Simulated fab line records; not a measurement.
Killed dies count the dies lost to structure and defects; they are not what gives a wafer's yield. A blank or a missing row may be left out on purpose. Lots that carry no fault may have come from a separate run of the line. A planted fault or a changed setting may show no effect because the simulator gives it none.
Which tool is to blame?	flow sky130	Sampling: 14 lots, 42 wafers, 4 of 708 route steps

WHAT EACH GAUGE READ, for each wafer
SKY_VIA3_CD_MEAS_12: target cd 200 nm. Usual: cdNm 199.7 nm, standard deviation 1.7.
lot	measured	on	cdNm (nm)	flag
L447	day 39 05:38	cdSem-02	201.1 200.3 200.0	
L456	day 42 16:14	cdSem-01	203.3 203.0 201.5	
L457	day 42 18:15	cdSem-02	201.8 200.7 200.2	
L459	day 43 09:55	cdSem-02	196.5 198.9 196.1	
L460	day 43 14:51	cdSem-02	201.3 200.1 201.3	
L461	day 43 15:34	cdSem-01	198.5 198.7 200.3	
L462	day 44 00:33	cdSem-01	200.6 200.5 202.5	
L463	day 44 06:13	cdSem-01	198.8 200.6 197.2	
L464	day 44 17:34	cdSem-01	200.8 201.2 201.5	
L465	day 45 12:43	cdSem-02	199.6 200.1 198.9	
L467	day 45 18:08	cdSem-01	196.5 196.3 198.0	
L468	day 45 19:03	cdSem-01	198.4 198.0 199.3	
L466	day 45 21:01	cdSem-01	200.9 202.0 201.1	
L469	day 46 00:49	cdSem-02	197.7 196.2 197.1	

SKY_METAL4_OVL_MEAS_14. Usual: METAL4_OVL gives 2 nm (standard deviation 5.1).
lot	measured	on	METAL4_OVL (nm)	flag
L447	day 41 07:56	overlay-02	13 12 8	
L459	day 45 08:09	overlay-02	4 2 9	
L460	day 45 12:32	overlay-01	7 10 4	
L461	day 45 14:24	overlay-02	-6 -7 -1	
L462	day 45 21:56	overlay-02	2 4 3	
L463	day 46 03:53	overlay-01	-1 0 -1	
L464	day 46 14:50	overlay-01	5 4 4	
L465	day 47 07:38	overlay-02	-4 -5 -1	
L467	day 47 12:53	overlay-02	-2 2 8	
L468	day 47 14:02	overlay-01	-3 -6 1	
L466	day 47 15:35	overlay-01	4 1 -3	
L469	day 47 18:54	overlay-01	2 -6 -7	

WHAT TOOL EACH LOT RAN ON (gives the tool, then ch and the chambers of the sampled wafers, and finally the start)
lot	SKY_CAP2M_EXPOSE_09	SKY_CAP2M_METAL_ETCH_13
L447	ilineStepper-01 ch 0, day 39 19:50	rieMetal-01 ch 0,1, day 40 07:57
L456	ilineStepper-02, day 43 05:37	rieMetal-02 ch 0, day 43 16:38
L457	ilineStepper-02, day 43 07:36	rieMetal-03 ch 0,1, day 43 18:44
L459	ilineStepper-01 ch 0, day 43 23:03	rieMetal-01 ch 0,1, day 44 09:43
L460	ilineStepper-01 ch 0, day 44 03:40	rieMetal-02 ch 0,1, day 44 14:16
L461	ilineStepper-01 ch 0, day 44 05:13	rieMetal-01 ch 0,1, day 44 16:00
L462	ilineStepper-01 ch 0, day 44 13:33	rieMetal-01 ch 0,1, day 44 23:53
L463	ilineStepper-01 ch 0, day 44 19:10	rieMetal-02 ch 0,1, day 45 05:25
L464	ilineStepper-02 ch 0, day 45 06:07	rieMetal-03 ch 0,1, day 45 16:29
L465	ilineStepper-01 ch 0, day 46 00:53	rieMetal-01 ch 0,1, day 46 11:08
L467	ilineStepper-01 ch 0, day 46 06:08	rieMetal-03 ch 0,1, day 46 16:25
L468	ilineStepper-02 ch 0, day 46 07:02	rieMetal-03 ch 0, day 46 17:15
L466	ilineStepper-02 ch 0, day 46 09:07	rieMetal-03 ch 0,1, day 46 19:11
L469	ilineStepper-02 ch 0, day 46 13:22	rieMetal-03 ch 0,1, day 46 22:50
- SKY_CAP2M_EXPOSE_09: exposes mask CAP2M, target cd 1000 nm.
- SKY_CAP2M_METAL_ETCH_13: etches TiN in Cl2/BCl3, stops on SiO2, target depth 220 nm, time 62.9 s.

AS READ BY THE TOOLS THEMSELVES (means over the sampled wafers that have a number; for cases with no such wafer, the mark the record gives instead)
SKY_CAP2M_EXPOSE_09. Usual: exposureDoseMJCm2 159.01, standard deviation 0.19; focusOffsetNm 0.0 nm, standard deviation 0.54.
lot	tool	exposureDoseMJCm2	focusOffsetNm (nm)	flag
L447	ilineStepper-01	158.99	-0.8	
L456	ilineStepper-02	-	-	OFF
L457	ilineStepper-02	-	-	OFF
L459	ilineStepper-01	159.09	0.4	
L460	ilineStepper-01	158.82	0.1	
L461	ilineStepper-01	159.31	-0.7	
L462	ilineStepper-01	158.82	-0.6	
L463	ilineStepper-01	158.88	0.1	
L464	ilineStepper-02	158.97	0.6	
L465	ilineStepper-01	159.10	0.0	
L467	ilineStepper-01	159.23	-1.0	
L468	ilineStepper-02	158.94	-0.3	
L466	ilineStepper-02	159.02	-0.1	
L469	ilineStepper-02	158.85	0.5	

SKY_CAP2M_METAL_ETCH_13. Usual: drypumpMotorCurrentA 5.73 A, standard deviation 0.2; heBacksideLeakSccm 3.47 sccm, standard deviation 0.26; oesProductAu 0.943 a.u., standard deviation 0.01; throttleValvePct 21.901 %, standard deviation 0.011.
lot	tool	drypumpMotorCurrentA (A)	heBacksideLeakSccm (sccm)	oesProductAu (a.u.)	throttleValvePct (%)	flag
L447	rieMetal-01	5.69	3.31	0.951	21.897	
L456	rieMetal-02	5.68	3.33	0.953	21.894	
L457	rieMetal-03	5.51	3.48	0.936	21.899	
L459	rieMetal-01	5.72	3.53	0.946	21.890	
L460	rieMetal-02	6.01	3.31	0.947	21.903	
L461	rieMetal-01	5.72	3.50	0.943	21.900	
L462	rieMetal-01	5.73	3.42	0.942	21.898	
L463	rieMetal-02	5.83	3.28	0.947	21.905	
L464	rieMetal-03	5.51	3.68	0.943	21.906	
L465	rieMetal-01	5.71	3.56	0.937	21.904	
L467	rieMetal-03	5.50	3.47	0.951	21.885	
L468	rieMetal-03	5.38	3.38	0.948	21.894	
L466	rieMetal-03	5.66	3.48	0.932	21.910	
L469	rieMetal-03	5.64	3.54	0.950	21.890	

THE ANSWER, worked out from the rows above alone
Rule: a lot is off if the mean of its wafers that have a number lies more than 3 standard deviations from the usual mean. Also off: a lot with no number at a reading for which 4 or more lots have one. The other lots that the step has rows for count as sound. First the gauges in route order, then the tools' own readings, where a lot's mean is used as printed above. At the first step where some lot is off, the reading lying furthest off is the one used; lots without a number count as furthest.
Off: L456, L457, at SKY_CAP2M_EXPOSE_09 (exposureDoseMJCm2). Without a number there: L456, L457.
A tool fits if, at that step or a process step before it, it ran every lot that is off, and no sound lot after the first of them. Of those tried, none fits.

WHAT HAD BEEN PUT IN BY THE SIMULATOR
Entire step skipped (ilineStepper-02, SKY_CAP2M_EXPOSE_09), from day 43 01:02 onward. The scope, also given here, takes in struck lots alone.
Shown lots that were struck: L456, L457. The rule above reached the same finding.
